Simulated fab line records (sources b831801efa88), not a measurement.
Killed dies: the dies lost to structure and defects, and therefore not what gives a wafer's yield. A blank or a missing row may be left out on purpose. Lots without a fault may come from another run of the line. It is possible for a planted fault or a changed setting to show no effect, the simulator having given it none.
One fault seen from 2 desks ; flow gf180mcu ; each desk holds nothing but its own numbers, with what lay behind them at the end

== DESK OF THE TOOL OWNER: pecvd-01 ==
The tool's own readings at GF_V3_CVD_02 (deposits SiO2 from TEOS, target thk 850 nm, time 94.851 s): means of the sampled wafers that have a number, for each lot that ran on this tool. Any lot whose mean is over 4 standard deviations away from the usual mean is out of limits and marked OUT; that distance is given in the brackets.
Columns: A = heater_power_w at GF_V3_CVD_02, usual 613 W; B = run_length_s at GF_V3_CVD_02, usual 122.5 s
lot;first seen here;A;B
L187;day 21 07:26;601;122.6
L191;day 23 01:10;581;87.1 (-63) OUT
L192;day 23 12:47;724;105.3 (-31) OUT
L205;day 28 04:50;594;122.2
This desk finds L191, L192 out of limits, L191 being first, at day 23 01:10 (run_length_s at GF_V3_CVD_02). L187, L205 stayed within limits.

== AT THE METROLOGY DESK ==
What the gauges read for every lot (on any tool): the sampled wafers with a number, averaged. Any lot whose mean is over 4 standard deviations away from the usual mean is out of limits and marked OUT; that distance is given in the brackets.
Columns: A = V3_CVD_02_THK at GF_V3_THK_MEAS_03, usual 849 nm
lot;first seen here;A
L187;day 21 07:30;855
L191;day 23 01:14;542 (-24) OUT
L192;day 23 12:52;691 (-12) OUT
L198;day 25 23:14;840
L200;day 26 10:14;851
L201;day 26 22:14;842
L202;day 27 01:08;852
L204;day 27 17:37;864
L205;day 28 04:55;856
L206;day 28 05:13;857
L207;day 28 16:52;854
L208;day 28 18:31;860
Per this desk, out of limits: L191, L192; the first was L191, day 23 01:14 (V3_CVD_02_THK at GF_V3_THK_MEAS_03). L187, L198, L200, L201, L202, L204, L205, L206, L207, L208 stayed within limits.

== BROUGHT TOGETHER ==
The tool owner's desk had the chance to raise an alarm at day 23 01:10 on L191, L192.
An alarm was possible from the metrology desk at day 23 01:14, on L191, L192.
All the named lots went through GF_V3_CVD_02 on pecvd-01.

== WHAT THE SIMULATOR PUT IN ==
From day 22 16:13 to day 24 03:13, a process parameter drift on pecvd-01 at GF_V3_CVD_02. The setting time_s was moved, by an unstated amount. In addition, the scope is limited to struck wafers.
Struck lots among those shown: L191, L192.
Hours from the fault's start to each desk's first reading out of limits: the tool owner's desk, 9; the metrology desk, 9.
